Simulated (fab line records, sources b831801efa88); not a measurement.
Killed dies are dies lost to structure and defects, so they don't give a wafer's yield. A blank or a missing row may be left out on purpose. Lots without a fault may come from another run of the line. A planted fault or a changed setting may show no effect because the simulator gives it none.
Chamber matching | flow gf180mcu | GF_V3_ETCH_16 on rie_diel-02: 4 sister chambers
The step etches BARC in N2/H2. 8 wafers are shown with their chamber, then 9 later ones without.

WAFERS WITH THEIR CHAMBER
wafer  | chamber | drypump_motor_current_A (A) | rf_fwd_power_W (W)
L074.1 | 3       | 5.87                        | 494.8
L079.4 | 2       | 5.77                        | 492.0
L082.1 | 1       | 6.34                        | 494.9
L082.4 | 0       | 6.29                        | 492.3
L082.5 | 3       | 5.88                        | 499.2
L086.4 | 2       | 5.76                        | 494.1
L086.5 | 0       | 6.27                        | 492.9
L086.6 | 1       | 6.36                        | 494.6

WAFERS WITHOUT THEIR CHAMBER
wafer  | drypump_motor_current_A (A) | rf_fwd_power_W (W)
L090.2 | 6.34                        | 493.7
L090.4 | 5.87                        | 497.2
L090.5 | 6.33                        | 490.7
L094.1 | 6.36                        | 493.1
L094.4 | 5.77                        | 493.2
L094.5 | 5.88                        | 495.9
L095.1 | 6.35                        | 496.1
L095.3 | 5.78                        | 493.3
L095.6 | 6.34                        | 494.9

WHICH CHAMBER EACH WENT THROUGH
wafer  | from the rows above     | in truth
L090.2 | 1                       | 1
L090.4 | 3                       | 3
L090.5 | can't be placed: 1 or 0 | 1
L094.1 | 1                       | 1
L094.4 | 2                       | 2
L094.5 | 3                       | 3
L095.1 | 1                       | 1
L095.3 | 2                       | 2
L095.6 | 1                       | 1
Placed correctly: 8 of 9. Can't be placed from these rows: 1 (the true chamber is among the candidates in 1). Placed wrongly: 0.
How it was worked out, from the rows above alone: a wafer's distance from a chamber is the root of the sum, over the readings, of the square of ((its reading less the chamber's mean) divided by the reading's scatter). The wafer belongs to the nearest chamber; if the next one is less than 2 further off, it can't be placed. A chamber's mean is the mean of its shown wafers. The scatter: the root of (the sum of the squares of (reading less its chamber's mean) over the shown wafers, divided by (wafers less chambers)).
